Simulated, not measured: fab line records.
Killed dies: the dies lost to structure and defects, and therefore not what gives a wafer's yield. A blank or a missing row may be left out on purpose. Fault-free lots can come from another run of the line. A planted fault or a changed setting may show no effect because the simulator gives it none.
What tool caused it? :: flow gf180mcu :: 36 wafers from 12 lots sampled at 4 of the route's 602 steps

WHAT EACH GAUGE READ, for each wafer
GF_CONTACT_RS_MEAS_25: a four-point-probe measurement.
lot: L362
measured: day 17 08:11
on: film metro-03
CONTACT_W_RS (ohm/sq): 0.386 0.386 0.383

lot: L363
measured: day 17 23:54
on: film metro-01
CONTACT_W_RS (ohm/sq): 0.380 0.383 0.381

lot: L364
measured: day 18 10:56
on: film metro-01
CONTACT_W_RS (ohm/sq): 0.385 0.386 0.389

lot: L365
measured: day 18 17:07
on: film metro-04
CONTACT_W_RS (ohm/sq): 0.379 0.389 0.385

lot: L366
measured: day 19 06:31
on: film metro-04
CONTACT_W_RS (ohm/sq): 0.382 0.380 0.382

lot: L368
measured: day 20 01:40
on: film metro-04
CONTACT_W_RS (ohm/sq): 0.383 0.386 0.389

lot: L370
measured: day 20 14:04
on: film metro-03
CONTACT_W_RS (ohm/sq): 0.381 0.381 0.380

lot: L372
measured: day 21 06:14
on: film metro-03
CONTACT_W_RS (ohm/sq): 0.375 0.372 0.369

lot: L376
measured: day 23 04:53
on: film metro-01
CONTACT_W_RS (ohm/sq): 0.387 0.383 0.388

lot: L378
measured: day 23 08:43
on: film metro-01
CONTACT_W_RS (ohm/sq): 0.386 0.377 0.382

lot: L380
measured: day 24 07:44
on: film metro-03
CONTACT_W_RS (ohm/sq): 0.384 0.387 0.381

lot: L381
measured: day 24 08:43
on: film metro-03
CONTACT_W_RS (ohm/sq): 0.380 0.378 0.376

GF_CONTACT_THK_MEAS_26: measures by xrf.
lot: L362
measured: day 17 08:18
on: film metro-03
CONTACT_W_THK (nm): 299 298 301

lot: L363
measured: day 18 00:01
on: film metro-01
CONTACT_W_THK (nm): 304 300 301

lot: L364
measured: day 18 11:04
on: film metro-01
CONTACT_W_THK (nm): 299 299 297

lot: L365
measured: day 18 17:14
on: film metro-04
CONTACT_W_THK (nm): 301 294 297

lot: L366
measured: day 19 06:38
on: film metro-04
CONTACT_W_THK (nm): 298 297 299

lot: L368
measured: day 20 01:47
on: film metro-04
CONTACT_W_THK (nm): 299 297 294

lot: L370
measured: day 20 14:11
on: film metro-03
CONTACT_W_THK (nm): 304 302 304

lot: L372
measured: day 21 06:21
on: film metro-03
CONTACT_W_THK (nm): 309 312 313

lot: L376
measured: day 23 04:59
on: film metro-01
CONTACT_W_THK (nm): 294 298 295

lot: L378
measured: day 23 08:50
on: film metro-01
CONTACT_W_THK (nm): 297 301 297

lot: L380
measured: day 24 07:51
on: film metro-03
CONTACT_W_THK (nm): 303 300 307

lot: L381
measured: day 24 08:49
on: film metro-03
CONTACT_W_THK (nm): 305 308 309

EACH LOT AND THE TOOL THAT RAN IT (in order: tool; ch and the chambers of the sampled wafers; start)
lot: L362
GF_CONTACT_CMP_04: cmp-01 ch 1,2,3, day 16 08:44
GF_CONTACT_CVD_24: cvd w-02 ch 0,1, day 17 08:05

lot: L363
GF_CONTACT_CMP_04: cmp-01 ch 1,2,3, day 16 23:11
GF_CONTACT_CVD_24: cvd w-01 ch 0,1, day 17 23:47

lot: L364
GF_CONTACT_CMP_04: cmp-02 ch 0,1,3, day 17 10:17
GF_CONTACT_CVD_24: cvd w-02 ch 0,1, day 18 10:50

lot: L365
GF_CONTACT_CMP_04: cmp-01 ch 0,2,3, day 17 16:20
GF_CONTACT_CVD_24: cvd w-02 ch 0,1, day 18 17:00

lot: L366
GF_CONTACT_CMP_04: cmp-02 ch 0,2,3, day 18 05:17
GF_CONTACT_CVD_24: cvd w-02 ch 0,1, day 19 06:25

lot: L368
GF_CONTACT_CMP_04: cmp-02 ch 1,3, day 18 23:49
GF_CONTACT_CVD_24: cvd w-02 ch 0,1, day 20 01:34

lot: L370
GF_CONTACT_CMP_04: cmp-02 ch 0,1,2, day 19 12:22
GF_CONTACT_CVD_24: cvd w-01 ch 0,1, day 20 13:58

lot: L372
GF_CONTACT_CMP_04: cmp-02 ch 1,2, day 20 04:43
GF_CONTACT_CVD_24: cvd w-02 ch 0,1, day 21 06:08

lot: L376
GF_CONTACT_CMP_04: cmp-01 ch 0,1,3, day 22 04:43
GF_CONTACT_CVD_24: cvd w-01 ch 0,1, day 23 04:46

lot: L378
GF_CONTACT_CMP_04: cmp-02 ch 1,2, day 22 09:01
GF_CONTACT_CVD_24: cvd w-01 ch 0,1, day 23 08:37

lot: L380
GF_CONTACT_CMP_04: cmp-01 ch 0,1,3, day 23 08:34
GF_CONTACT_CVD_24: cvd w-01 ch 0,1, day 24 07:37

lot: L381
GF_CONTACT_CMP_04: cmp-02 ch 0,1,3, day 23 09:22
GF_CONTACT_CVD_24: cvd w-02 ch 0,1, day 24 08:37
- GF_CONTACT_CMP_04: polishes SiO2.
- GF_CONTACT_CVD_24: deposits W, target thk 300 nm, time 90.339 s.

WHAT THE TOOLS THEMSELVES READ (means of the sampled wafers that have a number; where no wafer has one, the mark that the record gives instead)
GF_CONTACT_CMP_04.
lot: L362
tool: cmp-01
motor current A (A): 12.3
time to endpoint s (s): 114

lot: L363
tool: cmp-01
motor current A (A): 12.6
time to endpoint s (s): 113

lot: L364
tool: cmp-02
motor current A (A): 13.6
time to endpoint s (s): 111

lot: L365
tool: cmp-01
motor current A (A): 12.9
time to endpoint s (s): 119

lot: L366
tool: cmp-02
motor current A (A): 13.4
time to endpoint s (s): 112

lot: L368
tool: cmp-02
motor current A (A): 13.9
time to endpoint s (s): 109

lot: L370
tool: cmp-02
motor current A (A): 13.0
time to endpoint s (s): 111

lot: L372
tool: cmp-02
motor current A (A): 13.1
time to endpoint s (s): 109

lot: L376
tool: cmp-01
motor current A (A): 13.8
time to endpoint s (s): 119

lot: L378
tool: cmp-02
motor current A (A): 13.2
time to endpoint s (s): 114

lot: L380
tool: cmp-01
motor current A (A): 13.1
time to endpoint s (s): 114

lot: L381
tool: cmp-02
motor current A (A): 13.9
time to endpoint s (s): 109

GF_CONTACT_CVD_24.
lot: L362
tool: cvd w-02
heater power w (W): 865

lot: L363
tool: cvd w-01
heater power w (W): 725

lot: L364
tool: cvd w-02
heater power w (W): 890

lot: L365
tool: cvd w-02
heater power w (W): 862

lot: L366
tool: cvd w-02
heater power w (W): 855

lot: L368
tool: cvd w-02
heater power w (W): 899

lot: L370
tool: cvd w-01
heater power w (W): 744

lot: L372
tool: cvd w-02
heater power w (W): 859

lot: L376
tool: cvd w-01
heater power w (W): 740

lot: L378
tool: cvd w-01
heater power w (W): 805

lot: L380
tool: cvd w-01
heater power w (W): 795

lot: L381
tool: cvd w-02
heater power w (W): 907

THE ANSWER, worked out from the rows above alone
Rule: usual is defined by the lots themselves. Put in order of their means at a reading, lots are off if they are a third of the lots or fewer, leave a main group of 4 or more, and stand apart from it by a gap of 3 or more times the standard deviation of the main group's means; of several such gaps the widest counts. The tables above print the reading to a certain number of digits; a main group whose means all agree to those digits is not used. A lot without any number at a reading at which 4 lots or more have one is off too. Where the step has rows for the other lots, those lots are counted as sound. After the gauges, taken in route order, come the tools' own readings; for these a lot's mean is taken, as printed above. At the first step where some lot is off, the reading lying furthest off is the one used; lots without a number count as furthest.
Nothing can be told from this: no lot is off at any reading shown.

WHAT WAS PUT IN BY THE SIMULATOR
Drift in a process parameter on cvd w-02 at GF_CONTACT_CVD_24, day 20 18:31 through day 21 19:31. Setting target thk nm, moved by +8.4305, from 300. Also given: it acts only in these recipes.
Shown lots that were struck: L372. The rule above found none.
